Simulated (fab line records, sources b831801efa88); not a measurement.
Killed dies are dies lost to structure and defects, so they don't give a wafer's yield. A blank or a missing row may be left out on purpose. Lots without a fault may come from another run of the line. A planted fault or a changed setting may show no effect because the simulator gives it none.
Which tool did it? | flow gf180mcu | 11 lots, 32 wafers sampled, at 5 steps of a route of 602

WHAT THE GAUGES READ, wafer by wafer
GF_V5_RS_MEAS_24: measures by four-point-probe.
lot  | measured     | on            | V5_W_RS (ohm/sq)
L870 | day 26 23:58 | film_metro-02 | 0.324 0.322 0.322
L871 | day 27 08:19 | film_metro-02 | 0.329 0.328 0.324
L872 | day 27 14:59 | film_metro-01 | 0.325 0.323 0.328
L875 | day 28 14:29 | film_metro-02 | 0.326 0.328 0.324
L876 | day 28 23:08 | film_metro-02 | 0.327 0.328 0.327
L877 | day 29 18:29 | film_metro-01 | 0.324 0.328 0.328
L879 | day 30 06:42 | film_metro-04 | 0.332 0.330 0.333
L880 | day 31 00:03 | film_metro-02 | 0.326 0.327 0.327
L881 | day 31 05:59 | film_metro-02 | 0.329 0.329
L883 | day 31 17:40 | film_metro-01 | 0.637 0.328 0.329
L882 | day 31 18:23 | film_metro-02 | 0.652 0.328 0.327

GF_V5_THK_MEAS_25: measures by xrf.
lot  | measured     | on            | V5_W_THK (nm)
L870 | day 27 00:03 | film_metro-02 | 351 351 351
L871 | day 27 08:26 | film_metro-02 | 343 347 351
L872 | day 27 15:05 | film_metro-01 | 360 363 358
L875 | day 28 14:35 | film_metro-02 | 345 345 346
L876 | day 28 23:15 | film_metro-02 | 344 345 344
L877 | day 29 18:36 | film_metro-01 | 357 351 352
L879 | day 30 06:49 | film_metro-04 | 341 342 341
L880 | day 31 00:10 | film_metro-02 | 349 345 347
L881 | day 31 06:05 | film_metro-02 | 343 343
L883 | day 31 17:47 | film_metro-01 | 181 349 348
L882 | day 31 18:29 | film_metro-02 | 176 343 347

WHICH TOOL RAN EACH LOT (tool, then ch and the chambers of the sampled wafers, then the start)
lot  | GF_M4_SPUTTER_01             | GF_V4_ETCH_16                      | GF_V5_CVD_23
L870 | pvd_sputter-01, day 22 04:01 | rie_diel-01 ch 0,1,3, day 24 03:35 | cvd_w-02 ch 0,1, day 26 23:49
L871 | pvd_sputter-03, day 22 12:48 | rie_diel-01 ch 0,1,2, day 24 11:32 | cvd_w-02 ch 0,1, day 27 08:12
L872 | pvd_sputter-02, day 22 21:51 | rie_diel-01 ch 0,1,3, day 24 19:47 | cvd_w-02 ch 0,1, day 27 14:51
L875 | pvd_sputter-03, day 23 23:31 | rie_diel-04 ch 1,3, day 25 20:11   | cvd_w-02 ch 0,1, day 28 14:21
L876 | pvd_sputter-02, day 24 10:45 | rie_diel-03 ch 0,1,2, day 26 07:10 | cvd_w-02 ch 1, day 28 23:01
L877 | pvd_sputter-02, day 25 09:04 | rie_diel-01 ch 0,1, day 27 04:14   | cvd_w-02 ch 0,1, day 29 18:22
L879 | pvd_sputter-03, day 25 21:27 | rie_diel-04 ch 2,3, day 27 16:22   | cvd_w-01 ch 0,1, day 30 06:35
L880 | pvd_sputter-03, day 26 18:14 | rie_diel-03 ch 0,1, day 28 11:53   | cvd_w-02 ch 0,1, day 30 23:55
L881 | pvd_sputter-02, day 27 02:28 | rie_diel-03 ch 0,2, day 28 19:35   | cvd_w-02 ch 1, day 31 05:51
L883 | pvd_sputter-02, day 27 12:56 | rie_diel-04 ch 0,1, day 29 06:04   | cvd_w-02 ch 0,1, day 31 17:34
L882 | pvd_sputter-01, day 27 14:19 | rie_diel-03 ch 1,3, day 29 06:50   | cvd_w-02 ch 0,1, day 31 18:15
- GF_M4_SPUTTER_01: material TiN, target thk 30 nm, time 25 s.
- GF_V4_ETCH_16: etches BARC in N2/H2.
- GF_V5_CVD_23: deposits W, target thk 350 nm, time 104.9 s.

WHAT THE TOOLS THEMSELVES READ (means of the sampled wafers that have a number; where no wafer has one, the mark that the record gives instead)
GF_M4_SPUTTER_01.
lot  | tool           | throttle_valve_pct (%)
L870 | pvd_sputter-01 | 28.8
L871 | pvd_sputter-03 | 30.8
L872 | pvd_sputter-02 | 29.0
L875 | pvd_sputter-03 | 30.7
L876 | pvd_sputter-02 | 30.3
L877 | pvd_sputter-02 | 30.5
L879 | pvd_sputter-03 | 30.1
L880 | pvd_sputter-03 | 30.2
L881 | pvd_sputter-02 | 30.1
L883 | pvd_sputter-02 | 30.2
L882 | pvd_sputter-01 | 28.6

GF_V4_ETCH_16.
lot  | tool        | drypump_motor_current_A (A) | h2_flow_sccm (sccm) | n2_flow_sccm (sccm) | oes_product_au (a.u.) | throttle_valve_pct (%)
L870 | rie_diel-01 | 5.5                         | 200.4               | 100.32              | 0.859                 | 13.224
L871 | rie_diel-01 | 5.7                         | 199.6               | 100.37              | 0.853                 | 13.217
L872 | rie_diel-01 | 5.5                         | 200.7               | 100.03              | 0.852                 | 13.227
L875 | rie_diel-04 | 5.7                         | 199.8               | 100.00              | 0.853                 | 13.220
L876 | rie_diel-03 | 5.5                         | 200.0               | 99.78               | 0.855                 | 13.219
L877 | rie_diel-01 | 5.3                         | 199.6               | 100.05              | 0.853                 | 13.217
L879 | rie_diel-04 | 6.1                         | 199.5               | 99.74               | 0.853                 | 13.218
L880 | rie_diel-03 | 5.2                         | 199.3               | 99.89               | 0.846                 | 13.233
L881 | rie_diel-03 | 5.8                         | 199.6               | 99.88               | 0.855                 | 13.215
L883 | rie_diel-04 | 5.4                         | 200.1               | 99.71               | 0.854                 | 13.230
L882 | rie_diel-03 | 5.3                         | 200.3               | 99.41               | 0.853                 | 13.227

GF_V5_CVD_23.
lot  | tool     | heater_power_w (W)
L870 | cvd_w-02 | 963
L871 | cvd_w-02 | 966
L872 | cvd_w-02 | 953
L875 | cvd_w-02 | 973
L876 | cvd_w-02 | 969
L877 | cvd_w-02 | 970
L879 | cvd_w-01 | 930
L880 | cvd_w-02 | 983
L881 | cvd_w-02 | 982
L883 | cvd_w-02 | 954
L882 | cvd_w-02 | 951

THE ANSWER, worked out from the rows above alone
Rule: what is usual is taken from the lots themselves. Put in order of their means at a reading, lots are off if they are a third of the lots or fewer, leave a main group of 4 or more, and stand apart from it by a gap of 3 or more times the standard deviation of the main group's means; of several such gaps the widest counts. A main group whose means are all the same, to the digits that the tables above print for the reading, isn't used. A lot without any number at a reading at which 4 lots or more have one is off too. The other lots that the step has rows for count as sound. The gauges are gone through in route order, then the tools' own readings, and for those a lot's mean is taken as printed above. The first step at which some lot is off is used, and at that step the reading that is off furthest; a lot without a number counts as furthest.
Off: L883, L882, at GF_V5_RS_MEAS_24 (V5_W_RS). The main group: mean 0.327 ohm/sq, standard deviation 0.0023.
A tool fits if, at a process step before that reading, it ran every lot that is off, and no sound lot after the first of them. The gauges at GF_V5_RS_MEAS_24 are tried like those tools. One fits: cvd_w-02 at GF_V5_CVD_23. Its last sound lot is L881 (day 31 05:51), its first lot that is off L883 (day 31 17:34): a fault that began between those two fits.

WHAT THE SIMULATOR HAD PUT IN
Process parameter drift: cvd_w-02, from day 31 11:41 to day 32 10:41, at GF_V5_CVD_23. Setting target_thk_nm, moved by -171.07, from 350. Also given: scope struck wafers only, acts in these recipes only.
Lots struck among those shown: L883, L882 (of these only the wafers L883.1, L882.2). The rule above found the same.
